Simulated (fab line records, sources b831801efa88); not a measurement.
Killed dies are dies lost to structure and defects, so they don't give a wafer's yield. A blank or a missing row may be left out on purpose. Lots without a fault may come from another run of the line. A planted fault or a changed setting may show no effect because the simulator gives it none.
A struck lot beside a sound one | flow gf180mcu | 15 steps out of a route of 602
Sound: wafers L744.2, L744.3, L744.5. Struck: wafer L751.3. (L751.2, L751.5 of the same lot were not struck and are left out.) The cause comes at the end.
At each step with rows: each side's tool, then ch and its chambers, then its first start. Under that, the readings that differ: sound wafers | struck wafers | difference of the means | sigmas: that difference in standard deviations of wafers without a fault.
alike: readings whose means differ by less than 2 such deviations, and words and numbers that are the same on both sides. not compared: withheld readings, readings that some wafer has no value for, bounds like >300 that may hide the same value, and numbers for which the record gives no deviation and whose values overlap.
The two part at a step that has a row with sigmas, a row that says differs or no value, or rows on one side only. Numbers that don't overlap but have no deviation are shown without sigmas and don't part them. A reading that every wafer of one side lacks parts them only if that side has two wafers or more.

GF_V3_ETCH_16: etches BARC in N2/H2.
  sound on rie_diel-03 ch 0,2, day 26 06:08; struck on rie_diel-04 ch 1, day 28 09:39
  reading                     | sound       | struck | difference | sigmas
  drypump_motor_current_A (A) | 6.6 6.4 6.6 | 5.2    | -1.3       | -2
  alike: n2_flow_sccm, oes_product_au, rf_fwd_power_W, throttle_valve_pct
GF_V3_ETCH_17: etches SiO2 in C4F8/O2/Ar, stops on TiN, target depth 635 nm.
  sound on rie_diel-03 ch 0,2; struck on rie_diel-04 ch 1
  alike: oes_product_au, rf_fwd_power_W
then, 3 steps without rows for these wafers: GF_V3_STRIP_18 (strips in O2/N2); GF_V3_STRIP_19 (strips in post etch residue remover, time 1200 s); GF_V3_CLEAN_20 (cleans in DIW).
GF_V3_SPUTTER_21: material Ti, target thk 15 nm, time 80.02 s.
  sound on pvd_sputter-04, day 26 06:51; struck on pvd_sputter-02, day 28 10:19
  alike: throttle_valve_pct
GF_V3_SPUTTER_22: material TiN, target thk 10 nm, time 40 s.
  sound on pvd_sputter-04, day 26 06:55; struck on pvd_sputter-02, day 28 10:22
  alike: throttle_valve_pct
then, 1 step without rows for these wafers: GF_V3_CVD_23 (deposits W, target thk 350 nm, time 104.9 s).
GF_V3_RS_MEAS_24: measures by four-point-probe.
  sound on film_metro-03, day 26 07:05; struck on film_metro-01, day 28 10:32
  alike: V3_W_RS
GF_V3_THK_MEAS_25: measures by xrf.
  sound on film_metro-03, day 26 07:12; struck on film_metro-01, day 28 10:39
  reading       | sound       | struck | difference | sigmas
  V3_W_THK (nm) | 365 365 371 | 381    | +14        | +2
then, 2 steps without rows for these wafers: GF_V3_CMP_26 (polishes, stops on SiO2, t overpolish 15 s, target thk 0 nm); GF_M4_SPUTTER_00 (material Ti, target thk 37.5 nm, time 150 s).
GF_M4_SPUTTER_01: material TiN, target thk 30 nm, time 25 s.
  sound on pvd_sputter-03, day 26 07:50; struck on pvd_sputter-02, day 28 11:06
  reading                                | sound           | struck | difference | sigmas
  model.TiN_of_M4_SPUTTER_01.thk_nm (nm) | 29.35 29.5 29.7 | 20.1   | -9.4       |
  alike: throttle_valve_pct
GF_M4_SPUTTER_02: material AlCu, target thk 450 nm, time 23.9 s.
  sound on pvd_sputter-03, day 26 07:52; struck on pvd_sputter-02, day 28 11:08
  alike: throttle_valve_pct
then, 1 step without rows for these wafers: GF_PASSIVATION_PROBE_99.

WHERE THEY PART
First at GF_V3_ETCH_16; last, within this record, at GF_V3_THK_MEAS_25. Later steps at which nothing parts them and some readings are alike: GF_M4_SPUTTER_01, GF_M4_SPUTTER_02.

WHY: what the simulator had put in
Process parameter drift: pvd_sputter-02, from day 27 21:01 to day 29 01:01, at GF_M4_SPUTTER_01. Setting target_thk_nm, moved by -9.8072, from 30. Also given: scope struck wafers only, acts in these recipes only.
